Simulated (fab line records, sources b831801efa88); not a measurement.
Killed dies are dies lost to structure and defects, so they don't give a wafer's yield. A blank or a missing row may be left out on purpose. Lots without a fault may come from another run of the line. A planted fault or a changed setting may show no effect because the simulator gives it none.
One fault seen from 2 desks | flow gf180mcu | each desk has only its own numbers; what lay behind them comes last

THE METROLOGY DESK
What the gauges read, lot by lot, whatever tool the lot ran on: means of the sampled wafers that have a number. A lot is out of limits, marked OUT, if its mean lies more than 4 standard deviations from the usual mean; the brackets give that distance.
Columns: A = cd_nm at GF_V2_CD_MEAS_14, usual 260.4 nm
lot  | first seen here | A
L173 | day 20 13:02    | 261.3
L174 | day 21 12:47    | 259.4
L176 | day 22 03:13    | 259.8
L177 | day 22 15:03    | 260.5
L178 | day 22 18:50    | 261.6
L181 | day 24 05:58    | 258.6
L182 | day 24 12:19    | 259.4
L186 | day 25 10:52    | 262.2
L188 | day 26 03:44    | 260.9
L195 | day 28 07:40    | 261.5
L196 | day 28 12:14    | 260.0
This desk's finding: nothing out of limits on any of the 11 lots.

THE TOOL OWNER'S DESK: cmp-02
The tool's own readings at GF_CONTACT_CMP_27 (polishes, stops on SiO2, t overpolish 15 s, target thk 0 nm): means of the sampled wafers that have a number, for each lot that ran on this tool. A lot is out of limits, marked OUT, if its mean lies more than 4 standard deviations from the usual mean; the brackets give that distance.
Columns: A = edge_zone_pressure_frac at GF_CONTACT_CMP_27, usual 1.001; B = head_pressure_psi at GF_CONTACT_CMP_27, usual 3.500 psi; C = motor_current_A at GF_CONTACT_CMP_27, usual 10.9 A; D = overpolish_run_s at GF_CONTACT_CMP_27, usual 15.000 s; E = platen_rpm at GF_CONTACT_CMP_27, usual 60.00 rpm; F = slurry_flow_ml_min at GF_CONTACT_CMP_27, usual 150.0; G = time_to_endpoint_s at GF_CONTACT_CMP_27, usual 72 s
lot  | first seen here | A     | B     | C    | D      | E     | F     | G
L173 | day 16 08:25    | 1.000 | 3.500 | 11.4 | 14.988 | 60.01 | 150.3 | 70
L176 | day 17 21:09    | 0.999 | 3.498 | 10.5 | 14.991 | 60.04 | 149.5 | 73
L182 | day 20 08:21    | 0.998 | 3.500 | 10.9 | 14.996 | 59.99 | 150.1 | 72
L186 | day 21 09:20    | 1.004 | 3.497 | 10.3 | 14.997 | 60.01 | 149.8 | 72
L196 | day 24 18:34    | 1.002 | 3.514 | 11.2 | 15.001 | 60.01 | 150.0 | 75
This desk's finding: nothing out of limits on any of the 5 lots.

PUT TOGETHER
The metrology desk saw nothing out of limits.
The tool owner's desk saw nothing out of limits.

WHAT THE SIMULATOR HAD PUT IN
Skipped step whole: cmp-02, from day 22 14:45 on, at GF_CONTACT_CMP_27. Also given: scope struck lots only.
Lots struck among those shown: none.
